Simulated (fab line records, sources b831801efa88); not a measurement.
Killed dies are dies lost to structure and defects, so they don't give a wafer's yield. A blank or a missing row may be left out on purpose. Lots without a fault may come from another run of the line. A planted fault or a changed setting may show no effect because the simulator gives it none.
Which tool did it? | flow gf180mcu | 8 lots, 24 wafers sampled, at 3 steps of a route of 602

WHAT THE GAUGES READ, wafer by wafer
GF_HV_LDD_TW_MEAS_38.
lot  | measured     | on            | HV_LDD_3_TW
L610 | day 11 18:07 | film_metro-03 | 1441 1434 1430
L611 | day 12 01:16 | film_metro-03 | 1440 1435 1442
L612 | day 12 05:52 | film_metro-03 | 1435 1433 1435
L613 | day 12 16:46 | film_metro-04 | 1446 1441 1447
L614 | day 12 19:55 | film_metro-04 | 1450 1445 1444
L615 | day 13 00:08 | film_metro-04 | 1435 1451 1450
L624 | day 16 01:01 | film_metro-01 | 1590 1601 1598
L625 | day 16 06:45 | film_metro-03 | 1599 1603 1602

WHICH TOOL RAN EACH LOT (tool, then ch and the chambers of the sampled wafers, then the start)
lot  | GF_VT_IMPLANT_STRIP_20               | GF_HV_LDD_IMPLANT_36
L610 | plasma_asher-04 ch 0,1, day 6 08:53  | implanter-01 ch 0, day 11 17:52
L611 | plasma_asher-04 ch 1, day 6 13:14    | implanter-02 ch 0, day 12 01:02
L612 | plasma_asher-04 ch 0,1, day 6 20:18  | implanter-04 ch 0, day 12 05:38
L613 | plasma_asher-04 ch 0,1, day 7 03:29  | implanter-01 ch 0, day 12 16:31
L614 | plasma_asher-02 ch 0, day 7 06:51    | implanter-01 ch 0, day 12 19:40
L615 | plasma_asher-04 ch 0,1, day 7 13:20  | implanter-01 ch 0, day 12 23:53
L624 | plasma_asher-04 ch 0,1, day 9 22:11  | implanter-04 ch 0, day 16 00:46
L625 | plasma_asher-02 ch 0,1, day 10 03:15 | implanter-04 ch 0, day 16 06:30
- GF_VT_IMPLANT_STRIP_20: strips in O2/N2.
- GF_HV_LDD_IMPLANT_36

THE ANSWER, worked out from the rows above alone
Rule: what is usual is taken from the lots themselves. Put in order of their means at a reading, lots are off if they are a third of the lots or fewer, leave a main group of 4 or more, and stand apart from it by a gap of 3 or more times the standard deviation of the main group's means; of several such gaps the widest counts. A main group whose means are all the same, to the digits that the tables above print for the reading, isn't used. A lot without any number at a reading at which 4 lots or more have one is off too. The other lots that the step has rows for count as sound.
Off: L624, L625, at GF_HV_LDD_TW_MEAS_38 (HV_LDD_3_TW). The main group: mean 1441, standard deviation 4.9.
A tool fits if, at a process step before that reading, it ran every lot that is off, and no sound lot after the first of them. The gauges at GF_HV_LDD_TW_MEAS_38 are tried like those tools. One fits: implanter-04 at GF_HV_LDD_IMPLANT_36. Its last sound lot is L612 (day 12 05:38), its first lot that is off L624 (day 16 00:46): a fault that began between those two fits.

WHAT THE SIMULATOR HAD PUT IN
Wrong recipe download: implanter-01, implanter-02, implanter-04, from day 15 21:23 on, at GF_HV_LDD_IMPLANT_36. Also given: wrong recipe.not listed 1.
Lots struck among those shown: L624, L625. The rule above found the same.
